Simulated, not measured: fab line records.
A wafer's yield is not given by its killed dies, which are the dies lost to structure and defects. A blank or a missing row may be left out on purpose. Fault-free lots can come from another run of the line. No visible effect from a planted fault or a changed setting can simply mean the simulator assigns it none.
Code-filled problem report in 8D (eight disciplines) form / flow sky130 / the parts of the form that need people (team, actions taken, sign-off) are left out

## 1. THE PROBLEM
Wafers without a fault read 314 s with a standard deviation of 3.4, while runLengthS at SKY_FIELD_ISO_WET_ETCH_18 averages 139 s across 3 wafers of 1 lot. Measured from the usual mean, that is -51 standard deviations.
The step: etches Si3N4 in H3PO4, target depth 25 nm, time 286 s.
The first sign was on wafer L932.1 at day 4 04:10, on wetBench-04. At this step, 15 wafers from 5 lots have a number in the record. Rule for "out", or "out of limits": more than 4 standard deviations from the usual mean. All remaining wafers that have a number are taken as sound.

## 2. WHAT IT IS, AND WHAT IT ISN'T
question=which readings at this step | is=runLengthS | is not=-
question=which lots | is=L932 | is not=L923, L939, L941, L946
question=which wafers of those lots | is=all that have a number | is not=-
question=read on which tools | is=wetBench-04 | is not=wetBench-01, wetBench-02
question=when | is=from day 4 04:10 | is not=up to then (3 sound wafers); but 9 sound wafers of L939, L941, L946 came after

## 3. THE SUSPECTS, EACH WITH WHAT RULES IT OUT
Counting: a tool stays on the suspect list if, at a process step up to the reading, it processed all lots that are out and no sound lot following the first of them.
- rieDiel-01 at SKY_FIELD_ISO_ETCH_14 (etches BARC in N2/H2, stops on SiO2, time 45.9 s, target depth 60 nm): ruled out as a lasting fault. The sound lots L941, L946 went through it after L932, its earliest lot that is out (day 4 03:53).
- rieDiel-01 at SKY_FIELD_ISO_ETCH_15 (etches the open film in CHF3/O2, stops on Si, target depth 180 nm, time 72 s): ruled out as a lasting fault. The sound lots L941, L946 went through it after L932, its earliest lot that is out (day 4 03:56).
- plasmaAsher-02 at SKY_FIELD_ISO_STRIP_16 (strips in O2/N2): ruled out as a lasting fault. The sound lots L939 went through it after L932, its earliest lot that is out (day 4 03:59).
- rieSi-02 at SKY_FIELD_ISO_ETCH_17 (etches Si in HBr/Cl2/O2, target depth 342 nm, time 97.7 s): ruled out as a lasting fault. The sound lots L939, L941 went through it after L932, its earliest lot that is out (day 4 04:05).
- wetBench-04 at SKY_FIELD_ISO_WET_ETCH_18 (etches Si3N4 in H3PO4, target depth 25 nm, time 286 s): kept. It ran the lot that is out, L932 (day 4 04:10), and no sound lot after that; its last sound lot up to then is L923 (day 2 09:10). Its own runLengthS readings are out on those wafers.
After counting, what remains is wetBench-04 at SKY_FIELD_ISO_WET_ETCH_18.

## 4. THE CAUSE (what the simulator had put in)
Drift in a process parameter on wetBench-04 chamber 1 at SKY_FIELD_ISO_WET_ETCH_18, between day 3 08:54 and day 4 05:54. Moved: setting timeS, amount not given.
Counting left only this tool.

## 5. SEQUENCE OF EFFECTS, ordered by route
Each row: a reading where the mean over the struck wafers with a number is more than 3 standard deviations away from the usual. Only readings whose record carries a usual standard deviation are examined. hours: median over the lots of the time between each lot's start at the first step of this table that gives one and its start at this step. sigmas: the change, counted in usual standard deviations.
hours=0; step=SKY_FIELD_ISO_WET_ETCH_18; reading=runLengthS; usual=314 s; on struck wafers=139; change=-175; sigmas=-51
Its process steps:
- SKY_FIELD_ISO_WET_ETCH_18: etches Si3N4 in H3PO4, target depth 25 nm, time 286 s.
Later measuring or inspecting steps at which every struck wafer that the step has a row for has a number for every such reading, and none has moved that far: SKY_FIELD_ISO_THK_MEAS_23, SKY_FIELD_ISO_THK_MEAS_25.

## 6. WHAT WOULD HAVE CAUGHT IT SOONER
19 hours passed between the start of the fault at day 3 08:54 and the first reading out of limits in this record, taken at day 4 04:10.
